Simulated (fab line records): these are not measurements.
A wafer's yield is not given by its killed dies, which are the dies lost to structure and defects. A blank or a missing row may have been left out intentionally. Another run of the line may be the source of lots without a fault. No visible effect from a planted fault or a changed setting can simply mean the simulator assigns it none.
A single fault, viewed from 2 desks ; flow sky130 ; only its own numbers are on each desk; what lay behind them is given at the end

== AT THE METROLOGY DESK ==
What the gauges read, lot by lot, whatever tool the lot ran on: means of the sampled wafers that have a number. Marked OUT: a lot whose mean sits more than 4 standard deviations from the usual mean, which makes it out of limits; the brackets give that distance.
Columns: A = VIA4_OVL at SKY_VIA4_OVL_MEAS_11, usual -0.4 nm; B = PAD_OPEN_BOW at SKY_PAD_OPEN_BOW_MEAS_13, usual 48 um
lot;first seen here;A;B
L513;day 43 03:28;-2.0;50
L514;day 43 10:02;-0.2;45
L515;day 43 18:36;0.4;48
L516;day 44 08:52;0.0;50
L518;day 44 19:34;0.3;31
L519;day 45 08:28;0.4;55
L520;day 45 15:23;1.0;55
L521;day 45 20:13;1.0;38
L522;day 46 00:39;0.5;46
L531;day 48 03:28;-1.1;52
L535;day 48 23:07;-1.2;46
L536;day 49 01:26;-0.6;47
Finding of this desk: none of the 12 lots has anything out of limits.

== DESK OF THE TOOL OWNER: plasma-asher-04 ==
The tool's own readings at SKY_DNWELL_STRIP_08 (strips in O2/N2): means of the sampled wafers that have a number, for each lot that ran on this tool. Marked OUT: a lot whose mean sits more than 4 standard deviations from the usual mean, which makes it out of limits; the brackets give that distance.
Columns: A = chamber-pressure-mTorr at SKY_DNWELL_STRIP_08, usual 1500.1 mTorr; B = drypump-motor-current-A at SKY_DNWELL_STRIP_08, usual 5.6 A; C = oes-product-au at SKY_DNWELL_STRIP_08, usual 0.722 a.u.; D = strip-time-to-endpoint-s at SKY_DNWELL_STRIP_08, usual 36.93 s
lot;first seen here;A;B;C;D
L515;day 3 16:08;1501.4;5.9;0.718;36.86
L519;day 4 14:13;1499.4;5.9;0.727;36.97
L520;day 4 21:13;1499.3;5.9;0.718;37.02
L522;day 5 03:59;1500.7;5.9;0.722;36.82
L535;day 8 04:34;1500.1;5.4;0.719;37.05
L536;day 8 06:13;1500.2;5.5;0.722;37.05
Finding of this desk: none of the 6 lots has anything out of limits.

== PUT TOGETHER ==
At the metrology desk, nothing out of limits was observed.
The tool owner's desk saw nothing out of limits.

== WHAT THE SIMULATOR PUT IN ==
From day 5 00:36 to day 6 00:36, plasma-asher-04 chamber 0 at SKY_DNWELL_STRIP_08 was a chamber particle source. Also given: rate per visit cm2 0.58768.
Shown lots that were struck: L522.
